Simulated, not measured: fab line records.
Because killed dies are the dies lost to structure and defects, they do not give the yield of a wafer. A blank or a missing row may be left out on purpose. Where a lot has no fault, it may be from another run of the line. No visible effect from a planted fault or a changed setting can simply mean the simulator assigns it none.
fab line records + flow sky130
record:
- lots: 13
- wafers: 39
- last-day: 49
route steps=708 shown FIELD_ISO@14 NWELL@60 VT_ADJUST_LVTN@104 PAD_OPEN@708
lots that met no fault: from a run of the same line without faults
start-h: start of the lot's first displayed wafer, in hours after the record's first day + wait-h: hours since the lot's step before + " the same as in the row above + L1.1+2: one row covering several wafers at once + - value missing, or start not given + * or withheld: withheld + < > ~ a bound
route shown NAME@n: NAME is a module with steps in the file, n the number in the route of the first one + usual: mean/standard deviation of fault-free wafers + same: alike in all rows + chamber/n: place in a boat + sites: each site's reading + _std_site: standard deviation across them + _edge_site: mean of outer sites minus mean of inner sites + radius-mm: for every site, how far away it sits from the centre of the wafer + mask NAME#n: copy n + behind: the last tool/chamber to shape the wafer + hold: reason for holding the lot/hours on hold/outcome of the hold + device: the n, p or np transistor that did not switch + end of line: tests run on the same wafers once the route is complete + step lacking rows: just its recipe + killed: dies that structure and defects cost at the first sort, which is not the same as the wafer's yield + map: dies across one wafer; x = killed, . = not, _ = none there
set.NAME: the setting that was run; set.NAME@STEP: the one run at that earlier step + model.NAME: the simulator's own value behind a step, which no gauge read
route steps across a sampled set of lots; one table per step, one row per wafer
services: the hour from which a tool's chamber was out of use, counted from the record's first day as start-h (under 0 if before that day), plus the number of hours and why
== steps ==
step: SKY_FIELD_ISO_CD_MEAS_13
recipe:
- target-cd-nm: 150
usual:
- cd-nm: 149.7/1.6
| lot.wafer | tool      | chamber | start-h | wait-h | cd-nm |
|-----------|-----------|---------|---------|--------|-------|
| L216.1    | cd-sem-01 | -       | 29.95   | -      | 150.4 |
| L216.3    | "         | -       | "       | "      | 151.0 |
| L216.4    | "         | -       | "       | "      | 151.1 |
| L217.1    | cd-sem-02 | -       | 34.45   | -      | 151.2 |
| L217.2    | "         | -       | "       | "      | 151.0 |
| L217.5    | "         | -       | "       | "      | 150.4 |
| L220.2    | cd-sem-02 | -       | 49.78   | -      | 148.4 |
| L220.4    | "         | -       | "       | "      | 149.2 |
| L220.5    | "         | -       | "       | "      | 147.0 |
| L221.2    | cd-sem-01 | -       | 56.23   | -      | 153.1 |
| L221.4    | "         | -       | "       | "      | 152.5 |
| L221.6    | "         | -       | "       | "      | 154.1 |
| L222.3    | cd-sem-01 | -       | 60.19   | -      | 149.6 |
| L222.4    | "         | -       | "       | "      | 148.3 |
| L222.6    | "         | -       | "       | "      | 148.8 |
| L223.3    | cd-sem-02 | -       | 67.79   | -      | 149.8 |
| L223.4    | "         | -       | "       | "      | 148.7 |
| L223.5    | "         | -       | "       | "      | 150.0 |
| L224.3    | cd-sem-02 | -       | 69.50   | -      | 152.9 |
| L224.4    | "         | -       | "       | "      | 151.2 |
| L224.6    | "         | -       | "       | "      | 151.9 |
| L225.1    | cd-sem-02 | -       | 75.51   | -      | 150.4 |
| L225.4    | "         | -       | "       | "      | 149.4 |
| L225.5    | "         | -       | "       | "      | 150.1 |
| L226.2    | cd-sem-01 | -       | 80.52   | -      | 148.0 |
| L226.3    | "         | -       | "       | "      | 148.8 |
| L226.5    | "         | -       | "       | "      | 148.3 |
| L233.1    | cd-sem-01 | -       | 119.61  | -      | 146.0 |
| L233.2    | "         | -       | "       | "      | 147.0 |
| L233.5    | "         | -       | "       | "      | 147.6 |
| L234.1    | cd-sem-01 | -       | 123.61  | -      | 149.6 |
| L234.4    | "         | -       | "       | "      | 148.4 |
| L234.6    | "         | -       | "       | "      | 149.1 |
| L236.2    | cd-sem-01 | -       | 133.57  | -      | 149.6 |
| L236.3    | "         | -       | "       | "      | 148.9 |
| L236.6    | "         | -       | "       | "      | 147.9 |
| L237.4    | cd-sem-01 | -       | 140.06  | -      | 150.4 |
| L237.5    | "         | -       | "       | "      | 150.3 |
| L237.6    | "         | -       | "       | "      | 151.5 |
step: SKY_NWELL_EXPOSE_07
recipe:
- mask-id: NWM
- na: 0.6
- source-shape: conventional
- sigma-outer: 0.6
- polarization: unpolarized
- target-cd-nm: 840
- dose-mj: 255
usual:
- focus-offset-nm: 0.0/0.5
| lot.wafer | tool             | chamber | start-h | wait-h | mask  | focus-offset-nm |
|-----------|------------------|---------|---------|--------|-------|-----------------|
| L216.1    | iline-stepper-01 | 0       | 79.94   | -      | NWM#0 | 0.3             |
| L216.3    | "                | 0       | "       | "      | NWM#0 | 0.8             |
| L216.4    | "                | 0       | "       | "      | NWM#0 | -0.2            |
| L217.1    | iline-stepper-02 | 0       | 83.04   | -      | NWM#0 | -0.8            |
| L217.2    | "                | 0       | "       | "      | NWM#0 | 0.6             |
| L217.5    | "                | 0       | "       | "      | NWM#0 | -0.2            |
| L220.2    | iline-stepper-02 | 0       | 101.02  | -      | NWM#0 | 0.7             |
| L220.4    | "                | 0       | "       | "      | NWM#0 | 0.5             |
| L220.5    | "                | 0       | "       | "      | NWM#0 | 0.0             |
| L221.2    | iline-stepper-01 | 0       | 107.80  | -      | NWM#0 | -1.1            |
| L221.4    | "                | 0       | "       | "      | NWM#0 | -0.4            |
| L221.6    | "                | 0       | "       | "      | NWM#0 | -0.6            |
| L222.3    | iline-stepper-01 | 0       | 109.25  | -      | NWM#0 | 0.3             |
| L222.4    | "                | 0       | "       | "      | NWM#0 | -0.2            |
| L222.6    | "                | 0       | "       | "      | NWM#0 | 0.0             |
| L223.3    | iline-stepper-02 | 0       | 117.14  | -      | NWM#0 | -0.3            |
| L223.4    | "                | 0       | "       | "      | NWM#0 | -0.5            |
| L223.5    | "                | 0       | "       | "      | NWM#0 | 0.0             |
| L224.3    | iline-stepper-02 | 0       | 121.84  | -      | NWM#0 | -0.6            |
| L224.4    | "                | 0       | "       | "      | NWM#0 | 0.7             |
| L224.6    | "                | 0       | "       | "      | NWM#0 | 0.2             |
| L225.1    | iline-stepper-02 | 0       | 127.88  | -      | NWM#0 | 0.3             |
| L225.4    | "                | 0       | "       | "      | NWM#0 | 0.0             |
| L225.5    | "                | 0       | "       | "      | NWM#0 | -0.1            |
| L226.2    | iline-stepper-02 | 0       | 132.42  | -      | NWM#0 | -0.8            |
| L226.3    | "                | 0       | "       | "      | NWM#0 | -0.5            |
| L226.5    | "                | 0       | "       | "      | NWM#0 | -0.1            |
| L233.1    | iline-stepper-01 | 0       | 178.41  | -      | NWM#0 | -0.2            |
| L233.2    | "                | 0       | "       | "      | NWM#0 | 0.7             |
| L233.5    | "                | 0       | "       | "      | NWM#0 | 0.3             |
| L234.1    | iline-stepper-01 | 0       | 182.46  | -      | NWM#0 | -0.6            |
| L234.4    | "                | 0       | "       | "      | NWM#0 | -0.7            |
| L234.6    | "                | 0       | "       | "      | NWM#0 | -0.6            |
| L236.2    | iline-stepper-01 | 0       | 190.92  | -      | NWM#0 | -0.4            |
| L236.3    | "                | 0       | "       | "      | NWM#0 | 0.4             |
| L236.6    | "                | 0       | "       | "      | NWM#0 | -0.4            |
| L237.4    | iline-stepper-01 | 0       | 198.70  | -      | NWM#0 | 0.2             |
| L237.5    | "                | 0       | "       | "      | NWM#0 | 0.0             |
| L237.6    | "                | 0       | "       | "      | NWM#0 | 0.4             |
step: SKY_NWELL_OVL_MEAS_10
usual:
- NWELL_00_OVL: -0.3/1.4
| lot.wafer | tool       | chamber | start-h | wait-h | NWELL_00_OVL[nm] |
|-----------|------------|---------|---------|--------|------------------|
| L216.1    | overlay-01 | -       | 88.79   | -      | -2.1             |
| L216.3    | "          | -       | "       | "      | -2.9             |
| L216.4    | "          | -       | "       | "      | -1.1             |
| L217.1    | overlay-02 | -       | 91.73   | -      | 0.6              |
| L217.2    | "          | -       | "       | "      | 1.4              |
| L217.5    | "          | -       | "       | "      | -0.7             |
| L220.2    | overlay-02 | -       | 109.01  | -      | 1.4              |
| L220.4    | "          | -       | "       | "      | 1.6              |
| L220.5    | "          | -       | "       | "      | 2.0              |
| L221.2    | overlay-02 | -       | 116.07  | -      | 0.0              |
| L221.4    | "          | -       | "       | "      | 0.0              |
| L221.6    | "          | -       | "       | "      | -2.2             |
| L222.3    | overlay-02 | -       | 117.38  | -      | -2.8             |
| L222.4    | "          | -       | "       | "      | -1.7             |
| L222.6    | "          | -       | "       | "      | -1.5             |
| L223.3    | overlay-01 | -       | 126.89  | -      | 144.3            |
| L223.4    | "          | -       | "       | "      | 142.6            |
| L223.5    | "          | -       | "       | "      | 142.8            |
| L224.3    | overlay-02 | -       | 131.08  | -      | 143.9            |
| L224.4    | "          | -       | "       | "      | 143.6            |
| L224.6    | "          | -       | "       | "      | 142.1            |
| L225.1    | overlay-01 | -       | 136.90  | -      | 141.5            |
| L225.4    | "          | -       | "       | "      | 141.1            |
| L225.5    | "          | -       | "       | "      | 140.3            |
| L226.2    | overlay-01 | -       | 141.91  | -      | 141.1            |
| L226.3    | "          | -       | "       | "      | 142.9            |
| L226.5    | "          | -       | "       | "      | 142.1            |
| L233.1    | overlay-02 | -       | 188.53  | -      | -1.9             |
| L233.2    | "          | -       | "       | "      | -1.6             |
| L233.5    | "          | -       | "       | "      | -0.8             |
| L234.1    | overlay-01 | -       | 193.13  | -      | -2.0             |
| L234.4    | "          | -       | "       | "      | -1.6             |
| L234.6    | "          | -       | "       | "      | 0.3              |
| L236.2    | overlay-01 | -       | 201.97  | -      | -1.6             |
| L236.3    | "          | -       | "       | "      | -1.8             |
| L236.6    | "          | -       | "       | "      | -1.1             |
| L237.4    | overlay-01 | -       | 209.47  | -      | -0.5             |
| L237.5    | "          | -       | "       | "      | -1.4             |
| L237.6    | "          | -       | "       | "      | -0.3             |
step: SKY_VT_ADJUST_LVTN_OVL_MEAS_07
usual:
- VT_ADJUST_LVTN_OVL: -1.3/1.3
| lot.wafer | tool       | chamber | start-h | wait-h | VT_ADJUST_LVTN_OVL[nm] |
|-----------|------------|---------|---------|--------|------------------------|
| L216.1    | overlay-01 | -       | 144.40  | -      | -4.0                   |
| L216.3    | "          | -       | "       | "      | -2.1                   |
| L216.4    | "          | -       | "       | "      | -0.9                   |
| L217.1    | overlay-01 | -       | 147.25  | -      | -0.8                   |
| L217.2    | "          | -       | "       | "      | -0.4                   |
| L217.5    | "          | -       | "       | "      | 1.3                    |
| L220.2    | overlay-01 | -       | 167.21  | -      | 0.2                    |
| L220.4    | "          | -       | "       | "      | -0.2                   |
| L220.5    | "          | -       | "       | "      | -0.2                   |
| L221.2    | overlay-01 | -       | 175.65  | -      | -2.6                   |
| L221.4    | "          | -       | "       | "      | -2.5                   |
| L221.6    | "          | -       | "       | "      | -1.6                   |
| L222.3    | overlay-02 | -       | 178.17  | -      | -1.6                   |
| L222.4    | "          | -       | "       | "      | -2.2                   |
| L222.6    | "          | -       | "       | "      | -3.5                   |
| L223.3    | overlay-01 | -       | 188.89  | -      | -1.7                   |
| L223.4    | "          | -       | "       | "      | -0.4                   |
| L223.5    | "          | -       | "       | "      | -0.9                   |
| L224.3    | overlay-01 | -       | 192.56  | -      | -1.1                   |
| L224.4    | "          | -       | "       | "      | -1.1                   |
| L224.6    | "          | -       | "       | "      | -1.7                   |
| L225.1    | overlay-01 | -       | 200.13  | -      | -1.7                   |
| L225.4    | "          | -       | "       | "      | -3.1                   |
| L225.5    | "          | -       | "       | "      | -1.2                   |
| L226.2    | overlay-02 | -       | 204.40  | -      | -2.4                   |
| L226.3    | "          | -       | "       | "      | -0.6                   |
| L226.5    | "          | -       | "       | "      | -1.3                   |
| L233.1    | overlay-01 | -       | 256.89  | -      | -2.1                   |
| L233.2    | "          | -       | "       | "      | -1.3                   |
| L233.5    | "          | -       | "       | "      | -1.3                   |
| L234.1    | overlay-01 | -       | 262.55  | -      | -2.0                   |
| L234.4    | "          | -       | "       | "      | -0.8                   |
| L234.6    | "          | -       | "       | "      | -2.8                   |
| L236.2    | overlay-02 | -       | 271.51  | -      | 0.3                    |
| L236.3    | "          | -       | "       | "      | -0.7                   |
| L236.6    | "          | -       | "       | "      | 0.4                    |
| L237.4    | overlay-02 | -       | 280.35  | -      | -0.8                   |
| L237.5    | "          | -       | "       | "      | -0.2                   |
| L237.6    | "          | -       | "       | "      | -1.5                   |
step: SKY_VT_ADJUST_LVTN_STRIP_09
recipe:
- chemistry: O2/N2
- power-w: 1400
- pressure-mtorr: 1500
- platen-temp-c: withheld
- o2-flow-sccm: 3000
- n2-flow-sccm: 300
- overash-fraction: 0.5
usual:
- drypump-motor-current-A: 5.8/0.69
- oes-product-au: 0.722/0.0044
- strip-time-to-endpoint-s: 36.94/0.11
| lot.wafer | tool            | chamber | start-h | wait-h | drypump-motor-current-A | oes-product-au | rf-hours-counter-h | strip-time-to-endpoint-s |
|-----------|-----------------|---------|---------|--------|-------------------------|----------------|--------------------|--------------------------|
| L216.1    | plasma-asher-04 | 1       | 144.58  | 0.1    | 6.2                     | 0.732          | 28                 | 36.91                    |
| L216.3    | "               | 1       | "       | "      | 6.2                     | 0.725          | -                  | 36.97                    |
| L216.4    | "               | 0       | "       | "      | 6.4                     | 0.728          | -                  | 37.00                    |
| L217.1    | plasma-asher-01 | 1       | 147.44  | 0.1    | 5.1                     | 0.723          | 4                  | 37.05                    |
| L217.2    | "               | 0       | "       | "      | 6.6                     | 0.719          | 4                  | 37.00                    |
| L217.5    | "               | 0       | "       | "      | 6.5                     | 0.723          | -                  | 37.09                    |
| L220.2    | plasma-asher-02 | 0       | 167.39  | 0.1    | 6.1                     | 0.722          | 51                 | 36.89                    |
| L220.4    | "               | 1       | "       | "      | 4.8                     | 0.724          | -                  | 36.92                    |
| L220.5    | "               | 1       | "       | "      | 4.8                     | 0.725          | -                  | 36.92                    |
| L221.2    | plasma-asher-01 | 0       | 175.83  | 0.1    | 6.5                     | 0.720          | 7                  | 37.00                    |
| L221.4    | "               | 0       | "       | "      | 6.5                     | 0.720          | -                  | 36.91                    |
| L221.6    | "               | 0       | "       | "      | 6.5                     | 0.720          | -                  | 36.97                    |
| L222.3    | plasma-asher-04 | 1       | 178.37  | 0.1    | 6.2                     | 0.718          | -                  | 36.67                    |
| L222.4    | "               | 0       | "       | "      | 6.4                     | 0.720          | -                  | 36.84                    |
| L222.6    | "               | 1       | "       | "      | 6.2                     | 0.718          | -                  | 36.82                    |
| L223.3    | plasma-asher-02 | 0       | 189.10  | 0.1    | 6.1                     | 0.725          | -                  | 36.86                    |
| L223.4    | "               | 1       | "       | "      | 4.7                     | 0.724          | -                  | 36.86                    |
| L223.5    | "               | 1       | "       | "      | 4.8                     | 0.720          | -                  | 36.84                    |
| L224.3    | plasma-asher-01 | 0       | 192.76  | 0.1    | 6.5                     | 0.721          | -                  | 36.92                    |
| L224.4    | "               | 1       | "       | "      | 5.0                     | 0.723          | -                  | 36.95                    |
| L224.6    | "               | 1       | "       | "      | 5.0                     | 0.718          | -                  | 36.95                    |
| L225.1    | plasma-asher-01 | 1       | 200.31  | 0.1    | 5.1                     | 0.729          | 9                  | 37.11                    |
| L225.4    | "               | 0       | "       | "      | 6.5                     | 0.718          | -                  | 36.99                    |
| L225.5    | "               | 1       | "       | "      | 5.1                     | 0.724          | -                  | 37.10                    |
| L226.2    | plasma-asher-04 | 1       | 204.58  | 0.1    | 6.2                     | 0.717          | 34                 | 37.16                    |
| L226.3    | "               | 1       | "       | "      | 6.2                     | 0.722          | -                  | 37.06                    |
| L226.5    | "               | 0       | "       | "      | 6.4                     | 0.730          | -                  | 36.99                    |
| L233.1    | plasma-asher-04 | 0       | 257.08  | 0.1    | 6.4                     | 0.725          | 38                 | 36.95                    |
| L233.2    | "               | 1       | "       | "      | 6.2                     | 0.718          | 38                 | 37.00                    |
| L233.5    | "               | 0       | "       | "      | 6.4                     | 0.719          | -                  | 37.02                    |
| L234.1    | plasma-asher-01 | 0       | 262.74  | 0.1    | 6.5                     | 0.723          | 15                 | 36.84                    |
| L234.4    | "               | 0       | "       | "      | 6.5                     | 0.726          | -                  | 36.72                    |
| L234.6    | "               | 1       | "       | "      | 5.1                     | 0.719          | -                  | 36.74                    |
| L236.2    | plasma-asher-01 | 0       | 271.69  | 0.1    | 6.5                     | 0.719          | 16                 | 37.04                    |
| L236.3    | "               | 0       | "       | "      | 6.5                     | 0.716          | -                  | 37.06                    |
| L236.6    | "               | 0       | "       | "      | 6.5                     | 0.719          | -                  | 37.00                    |
| L237.4    | plasma-asher-02 | 0       | 280.55  | 0.1    | 6.1                     | 0.720          | -                  | 36.93                    |
| L237.5    | "               | 1       | "       | "      | 4.7                     | 0.723          | -                  | 36.91                    |
| L237.6    | "               | 0       | "       | "      | 6.1                     | 0.721          | -                  | 36.84                    |
step: SKY_PAD_OPEN_PROBE_99
usual:
- killed_at_M0_to_M3: 43/6.6
- killed_at_M4_up: 3.0/1.7
- killed-at-contacts: 24/5.4
- killed-at-front-end: 16/4.6
- killed-at-other: 0.3/0.53
- killed-dies: 87/9.7
- killed-open: 47/7.3
- killed-short: 39/6.5
same:
- gross-dies: 492
- killed-at-back-side: 0
| lot.wafer | tool      | chamber | start-h | wait-h | killed_at_M0_to_M3 | killed_at_M4_up | killed-at-contacts | killed-at-front-end | killed-at-other | killed-dies | killed-open | killed-short |
|-----------|-----------|---------|---------|--------|--------------------|-----------------|--------------------|---------------------|-----------------|-------------|-------------|--------------|
| L223.3    | prober-01 | -       | 1128.99 | 0.2    | 36                 | 6               | 27                 | 12                  | 2               | 83          | 52          | 31           |
| L223.4    | prober-01 | -       | 1129.04 | 0.2    | 47                 | 3               | 19                 | 22                  | 1               | 92          | 53          | 39           |
| L223.5    | prober-01 | -       | 1129.09 | 0.2    | 44                 | 2               | 27                 | 19                  | 1               | 93          | 54          | 39           |
| L226.2    | prober-02 | -       | 1138.36 | 0.1    | 36                 | 0               | 25                 | 18                  | 0               | 79          | 45          | 34           |
| L226.3    | prober-02 | -       | 1138.41 | 0.2    | 52                 | 2               | 29                 | 24                  | 1               | 108         | 50          | 56           |
| L226.5    | prober-02 | -       | 1138.51 | 0.2    | 36                 | 1               | 27                 | 17                  | 1               | 82          | 41          | 41           |
| L237.4    | prober-01 | -       | 1186.46 | 0.2    | 44                 | 3               | 16                 | 10                  | 0               | 73          | 39          | 34           |
| L237.5    | prober-01 | -       | 1186.51 | 0.2    | 43                 | 5               | 18                 | 15                  | 0               | 81          | 46          | 35           |
| L237.6    | prober-01 | -       | 1186.56 | 0.2    | 35                 | 6               | 22                 | 11                  | 0               | 74          | 34          | 39           |
killed by level:class
L223.3 VIA1:geometric-particle:open=14 LI_CONTACT:geometric-particle:open=7 LI_CONTACT:geometric-particle:short=5 CONTACT:geometric-particle:open=5 VIA2:geometric-particle:open=5 POLY_GATE:geometric-particle:open=4 LOCAL_INTERCONNECT:geometric-particle:open=4 METAL1:geometric-particle:short=4
L223.4 VIA2:geometric-particle:open=10 VIA3:geometric-particle:open=9 VIA1:geometric-particle:open=8 FIELD_ISO:geometric-particle:open=7 LI_CONTACT:geometric-particle:open=7 CONTACT:geometric-particle:open=7 METAL2:geometric-particle:short=6 POLY_GATE:geometric-particle:short=5
L223.5 CONTACT:geometric-particle:open=10 VIA1:geometric-particle:open=9 LI_CONTACT:geometric-particle:open=8 VIA2:geometric-particle:open=8 FIELD_ISO:geometric-particle:open=7 METAL1:geometric-particle:short=7 METAL2:geometric-particle:short=6 CONTACT:geometric-particle:short=5
L226.2 CONTACT:geometric-particle:open=10 LI_CONTACT:geometric-particle:open=8 VIA1:geometric-particle:open=7 VIA2:geometric-particle:open=7 METAL1:geometric-particle:short=6 FIELD_ISO:geometric-particle:short=5 VIA3:geometric-particle:short=4 LOCAL_INTERCONNECT:geometric-particle:short=4
L226.3 VIA1:geometric-particle:open=11 LOCAL_INTERCONNECT:geometric-particle:short=8 CONTACT:geometric-particle:open=8 LI_CONTACT:geometric-particle:open=7 FIELD_ISO:geometric-particle:open=6 VIA2:geometric-particle:short=6 METAL1:geometric-particle:short=6 METAL2:geometric-particle:short=6
L226.5 LI_CONTACT:geometric-particle:open=10 POLY_GATE:geometric-particle:open=7 LOCAL_INTERCONNECT:geometric-particle:short=7 VIA1:geometric-particle:open=7 VIA3:geometric-particle:open=6 VIA2:geometric-particle:short=5 METAL2:geometric-particle:short=5 POLY_GATE:geometric-particle:short=4
L237.4 VIA1:geometric-particle:open=12 METAL2:geometric-particle:short=6 VIA2:geometric-particle:open=5 VIA3:geometric-particle:short=5 POLY_GATE:geometric-particle:short=4 LI_CONTACT:geometric-particle:open=4 CONTACT:geometric-particle:open=4 VIA1:geometric-particle:short=4
L237.5 VIA1:geometric-particle:open=13 METAL2:geometric-particle:short=8 LI_CONTACT:geometric-particle:open=7 VIA3:geometric-particle:open=7 CONTACT:geometric-particle:open=6 LI_CONTACT:geometric-particle:short=4 METAL4:geometric-particle:short=4 VIA2:geometric-particle:open=4
L237.6 METAL2:geometric-particle:short=7 METAL4:geometric-particle:short=6 VIA1:geometric-particle:short=5 POLY_GATE:geometric-particle:open=5 LI_CONTACT:geometric-particle:open=5 VIA2:geometric-particle:open=5 CONTACT:geometric-particle:open=5 METAL3:geometric-particle:short=5
== services ==
| tool             | chamber | start-h | hours | kind                    |
|------------------|---------|---------|-------|-------------------------|
| plasma-asher-04  | -       | 64.77   | 2.8   | pm                      |
| plasma-asher-01  | -       | 108.75  | 9.0   | pm                      |
| plasma-asher-01  | 0       | 108.75  | 9.0   | vent-cycle              |
| plasma-asher-01  | 1       | 108.75  | 9.0   | vent-cycle              |
| plasma-asher-01  | -       | 111.70  | 0.6   | repair                  |
| plasma-asher-01  | 0       | 117.75  | -     | clean                   |
| plasma-asher-01  | 1       | 117.75  | -     | clean                   |
| plasma-asher-02  | -       | 127.18  | 10.7  | repair                  |
| iline-stepper-02 | -       | 128.00  | 3.7   | repair                  |
| iline-stepper-02 | 0       | 140.87  | -     | calibration             |
| iline-stepper-01 | -       | 156.48  | 1.7   | pm                      |
| iline-stepper-01 | -       | 186.61  | 2.1   | pm                      |
| iline-stepper-01 | -       | 188.70  | -     | consumable-replace:lamp |
| plasma-asher-04  | -       | 213.94  | 14.6  | pm                      |
| iline-stepper-02 | -       | 242.25  | 1.7   | pm                      |
| iline-stepper-01 | 0       | 259.10  | -     | calibration             |
| iline-stepper-01 | -       | 275.51  | 1.7   | repair                  |
== key ==
first-sign:
- step: SKY_NWELL_OVL_MEAS_10
- reading: NWELL_00_OVL
- direction: up
- sigmas: 99+
- usual: -0.3
- struck: 142.4
effect none on later readings
met-at SKY_NWELL_EXPOSE_07
struck-lots L223,L224,L225,L226
tester-left-out L223,L224,L225,L226
not-acting-at SKY_FIELD_ISO_CD_MEAS_13,SKY_VT_ADJUST_LVTN_OVL_MEAS_07,SKY_VT_ADJUST_LVTN_STRIP_09
onset-between 101.02 117.14
fault:
- kind: scanner-matching-overlay
- tool: iline-stepper-02
- chamber: -
- onset-h: 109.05
- steps: SKY_NWELL_EXPOSE_07
- offset: 142.55
tester-left-out: of these lots the tester's yield and bins aren't shown, on N5 and GAA mostly nor the transistor test; their killed dies are dies lost to structure and defects alone, not to doping, threshold or leakage, so they don't give the yield
